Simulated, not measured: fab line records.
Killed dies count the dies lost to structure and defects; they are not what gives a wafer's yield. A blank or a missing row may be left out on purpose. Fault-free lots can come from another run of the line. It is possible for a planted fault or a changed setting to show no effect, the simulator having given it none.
Which tool did it?	flow gf180mcu	24 lots with 72 wafers sampled at 2 steps, on a route of 602 steps

WHAT EACH GAUGE READ, for each wafer
GF_MVPSD_TW_MEAS_11.
lot	measured	on	MVPSD_TW
L074	day 5 00:45	film-metro-04	567 566 564
L075	day 5 06:25	film-metro-03	557 553 554
L076	day 5 11:11	film-metro-01	547 546 546
L077	day 5 20:25	film-metro-04	563 563 565
L078	day 5 23:22	film-metro-04	562 564 562
L079	day 6 05:24	film-metro-04	566 564 567
L080	day 6 11:18	film-metro-01	544 544 546
L081	day 6 17:12	film-metro-04	565 564 566
L082	day 6 23:17	film-metro-01	544 548 546
L083	day 7 06:40	film-metro-04	562 562 563
L084	day 7 12:13	film-metro-04	562 562 563
L085	day 7 18:02	film-metro-03	554 558 554
L086	day 7 22:52	film-metro-03	556 555 555
L087	day 8 10:59	film-metro-01	541 540 537
L088	day 8 13:55	film-metro-01	542 537 541
L089	day 8 16:27	film-metro-04	569 571 571
L090	day 9 03:19	film-metro-01	541 544 542
L091	day 9 09:29	film-metro-03	556 554 555
L092	day 9 16:14	film-metro-03	553 552 555
L093	day 9 21:13	film-metro-03	555 557 555
L094	day 9 23:38	film-metro-01	543 539 544
L095	day 10 08:11	film-metro-04	572 569 570
L096	day 10 13:17	film-metro-03	553 555 550
L097	day 10 19:25	film-metro-04	571 570 571

GF_HV_LDD_TW_MEAS_23.
lot	measured	on	HV_LDD_2_TW
L074	day 10 15:52	film-metro-03	1060 1055 1054
L075	day 11 01:18	film-metro-01	1036 1033 1040
L076	day 11 05:29	film-metro-01	1034 1036 1036
L077	day 11 17:01	film-metro-04	1085 1086 1087
L078	day 12 01:50	film-metro-01	1037 1034 1035
L079	day 12 07:50	film-metro-03	1057 1054 1060
L080	day 12 12:21	film-metro-03	1056 1060 1057
L081	day 12 20:04	film-metro-03	1058 1063 1057
L082	day 13 01:28	film-metro-01	1040 1036 1035
L083	day 13 15:24	film-metro-04	1096 1093 1084
L084	day 13 21:09	film-metro-04	1089 1094 1090
L085	day 14 04:19	film-metro-01	1039 1032 1038
L086	day 14 13:19	film-metro-01	1034 1032 1031
L087	day 15 04:45	film-metro-01	1035 1035 1033
L088	day 15 06:55	film-metro-03	1063 1054 1050
L089	day 15 11:37	film-metro-03	1049 1057 1055
L090	day 16 02:47	film-metro-03	1054 1055 1052
L091	day 16 08:50	film-metro-01	1041 1040 1039
L092	day 16 14:27	film-metro-01	1037 1039 1032
L093	day 16 22:16	film-metro-01	1042 1035 1034
L094	day 17 04:13	film-metro-01	1036 1036 1041
L095	day 17 13:20	film-metro-01	1033 1034 1037
L096	day 17 18:22	film-metro-03	1063 1067 1062
L097	day 18 01:53	film-metro-04	1097 1091 1088

TOOL THAT RAN EACH LOT (tool first, then ch and the chambers of the sampled wafers, then the start)
The record shows no process step preceding these readings.

AS READ BY THE TOOLS THEMSELVES (means over the sampled wafers that have a number; for cases with no such wafer, the mark the record gives instead)
The record holds no such reading with a usual standard deviation.

THE ANSWER, worked out from the rows above alone
Rule: the lots themselves supply what counts as usual. The widest of any qualifying gaps counts: lots, ordered by their means at a reading, are off when they make up no more than a third of the lots, leave a main group of 4 or more, and stand apart from it by 3 or more times the standard deviation of that group's means. A main group is skipped when, at the precision printed for the reading in the tables above, its means are all equal. A lot without any number at a reading at which 4 lots or more have one is off too. Any other lot the step has rows for is counted as sound. Order of review: gauges by route order, followed by the tools' own readings, for which a lot's mean as printed above is used. The first step at which some lot is off is used, and at that step the reading that is off furthest; a lot without a number counts as furthest.
No lot is off on any of the readings shown, so nothing can be concluded from this.

WHAT WAS PUT IN BY THE SIMULATOR
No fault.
